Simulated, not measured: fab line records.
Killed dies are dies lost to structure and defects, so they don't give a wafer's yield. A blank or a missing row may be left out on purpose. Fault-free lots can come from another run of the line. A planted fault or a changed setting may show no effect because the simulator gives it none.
Chamber matching	flow gf180mcu	4 sister chambers for GF_PASSIVATION_ETCH_11 on rie-diel-04
The step etches the open film in CF4/O2, stops on TiN, target depth 1800 nm, time 390.4 s. 8 wafers are shown with their chamber, then 7 later ones without.

## EACH WAFER AND ITS CHAMBER
wafer	chamber	drypump-motor-current-A (A)	throttle-valve-pct (%)
L795.1	0	5.8	5.956
L796.2	1	5.6	5.971
L796.5	0	5.9	5.964
L797.1	2	6.5	5.967
L797.3	3	5.3	5.970
L797.6	1	5.5	5.954
L808.2	3	5.3	5.956
L808.3	2	6.5	5.949

## WAFERS WHOSE CHAMBER IS MISSING
wafer	drypump-motor-current-A (A)	throttle-valve-pct (%)
L808.6	5.6	5.957
L809.3	5.3	5.969
L809.5	6.5	5.960
L809.6	5.6	5.974
L811.1	5.3	5.973
L811.5	6.5	5.976
L811.6	5.3	5.963

## CHAMBER TAKEN BY EACH
wafer	from the rows above	in truth
L808.6	1	1
L809.3	3	3
L809.5	2	2
L809.6	1	1
L811.1	3	3
L811.5	2	2
L811.6	3	3
Correctly placed: 7 of 7. Number that these rows cannot place: 0. Number placed wrongly: 0.
How it was worked out, from the rows above alone: a wafer's distance from a chamber is the root of the sum, over the readings, of the square of ((its reading less the chamber's mean) divided by the reading's scatter). If the next closest chamber is less than 2 further off than the closest, the wafer can't be placed; otherwise it belongs to the closest. The mean given for a chamber averages the wafers shown for that chamber. The scatter: the root of (the sum of the squares of (reading less its chamber's mean) over the shown wafers, divided by (wafers less chambers)).
